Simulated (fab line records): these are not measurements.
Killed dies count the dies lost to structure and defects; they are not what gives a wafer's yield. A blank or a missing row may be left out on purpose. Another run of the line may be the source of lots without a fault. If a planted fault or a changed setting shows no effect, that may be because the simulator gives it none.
A lot that was struck, set against a sound lot | flow sky130 | 28 out of 708 route steps
Sound: the wafers L835.1, L835.4, L835.6. Struck: wafer L833.5 (L833.4, L833.6, from the same lot, were not struck and are left out); the cause is given at the end.
At each step with rows: each side's tool, then ch and its chambers, then its first start. Under that, the readings that differ: sound wafers | struck wafers | difference of the means | sigmas: that difference in standard deviations of wafers without a fault.
alike: readings whose means differ by less than 2 such deviations, and words and numbers that are the same on both sides. not compared: withheld readings, readings that some wafer has no value for, bounds like >300 that may hide the same value, and numbers for which the record gives no deviation and whose values overlap.
Wherever a step has rows on one side only, a row that says differs or no value, or a row with sigmas, the two part there. Numbers that don't overlap but have no deviation are shown without sigmas and don't part them. A reading that every wafer of one side lacks parts them only if that side has two wafers or more.

first, 10 steps without rows for these wafers: SKY_CONTACT_ETCH_18 (etches Si3N4 in CHF3/O2, stops on TiN, time 39 s, target depth 75 nm); SKY_CONTACT_STRIP_19 (strips in O2/N2); SKY_CONTACT_STRIP_20 (strips in post etch residue remover, time 1200 s); SKY_CONTACT_CLEAN_21 (cleans in IPA, time 180 s); SKY_CONTACT_CLEAN_22 (cleans in O3/DIW); SKY_CONTACT_SPUTTER_23 (material TiN, target thk 20 nm, time 80 s); SKY_CONTACT_CVD_24 (deposits W, target thk 340 nm, time 102.12 s); SKY_CONTACT_CMP_27 (polishes, stops on SiO2, t overpolish 15 s, target thk 0 nm); SKY_METAL1_SPUTTER_00 (material Ti, target thk 15 nm, time 10 s); SKY_METAL1_SPUTTER_01 (material TiN, target thk 20 nm, time 16.7 s).
SKY_METAL1_SPUTTER_02: material AlCu, target thk 250 nm, time 13.3 s.
  struck on pvd-sputter-02, day 37 22:37; sound on pvd-sputter-03, day 38 19:48
  reading                                     | sound             | struck | difference | sigmas
  model.AlCu_of_METAL1_SPUTTER_02.thk-nm (nm) | 259.1 258.3 257.2 | 187.2  | -71.0      |
  alike: cathode-dc-power-W, throttle-valve-pct
then, 2 steps without rows for these wafers: SKY_METAL1_SPUTTER_03 (material Ti, target thk 5 nm, time 3.3 s); SKY_METAL1_SPUTTER_04 (material TiN, target thk 70 nm, time 58.3 s).
SKY_METAL1_RS_MEAS_05: measures by four-point-probe.
  struck on film-metro-01, day 37 22:45; sound on film-metro-03, day 38 19:53
  reading                 | sound                | struck | difference | sigmas
  METAL1_ALCU_RS (ohm/sq) | 0.1220 0.1223 0.1233 | 0.1712 | +0.0487    | +32
SKY_METAL1_THK_MEAS_06: measures by xrf.
  struck on film-metro-01, day 37 22:50; sound on film-metro-03, day 38 20:01
  reading              | sound       | struck | difference | sigmas
  METAL1_ALCU_THK (nm) | 254 253 251 | 185    | -68        | -21
then, 10 steps without rows for these wafers: SKY_METAL1_DEHYDRATE_07 (time 60 s); SKY_METAL1_HMDS_08 (prime time 60 s); SKY_METAL1_COAT_09 (resist thk 60 nm); SKY_METAL1_COAT_10 (resist thk 450 nm); SKY_METAL1_SOFTBAKE_11 (time 90 s); SKY_METAL1_EXPOSE_12 (exposes mask MM1, target cd 140 nm); SKY_METAL1_PEB_13; SKY_METAL1_DEVELOP_14 (develop time 60 s); SKY_METAL1_DESCUM_17 (chemistry O2, time 8 s); SKY_METAL1_ETCH_18 (etches BARC in N2/H2, stops on SiO2, time 45.9 s, target depth 60 nm).
SKY_METAL1_METAL_ETCH_19: etches the open film in Cl2/BCl3, stops on SiO2, target depth 360 nm, time 78 s.
  sound on rie-metal-02 ch 1, day 39 21:02; struck on rie-metal-02 ch 1, day 39 01:29
  reading               | sound             | struck | difference | sigmas
  oes-product-au (a.u.) | 0.842 0.842 0.847 | 0.793  | -0.051     | -9
  alike: drypump-motor-current-A, rf-fwd-power-W, throttle-valve-pct
  not compared: rf-hours-counter-h
then, 1 step without rows for these wafers: SKY_METAL1_STRIP_20 (strips in O2/N2).
-- the record jumps here: 11 days lie between the struck wafers' starts before and after (it left off in module METAL1 and takes up again in module PAD_OPEN, whose first step shown is number 708 of the route) --
SKY_PAD_OPEN_PROBE_99:
  struck on prober-02, day 50 08:42; sound on prober-02, day 50 20:25
  reading                      | sound                | struck | difference | sigmas
  killed-at-front-end          | 12 8 11              | 20     | +10        | +2
  model.etest.met1.line-ohm-um | 0.892 0.8889 0.8983  | 1.205  | +0.312     |
  model.etest.met1.rs-ohm-sq   | 0.1233 0.1245 0.1241 | 0.1732 | +0.0492    |
  alike: defect-limited-yield, killed_at_M0_to_M3, killed_at_M4_up, killed-at-contacts, killed-at-other, killed-dies, killed-open, killed-short, sort_bin_3_pad_short, sort_bin_5_function, sort_bin_6_memory, sort-n-pass, sort-yield-pct

## WHERE THEY PART
First at SKY_METAL1_RS_MEAS_05; last, within this record, at SKY_PAD_OPEN_PROBE_99.

WHY: the cause the simulator had injected
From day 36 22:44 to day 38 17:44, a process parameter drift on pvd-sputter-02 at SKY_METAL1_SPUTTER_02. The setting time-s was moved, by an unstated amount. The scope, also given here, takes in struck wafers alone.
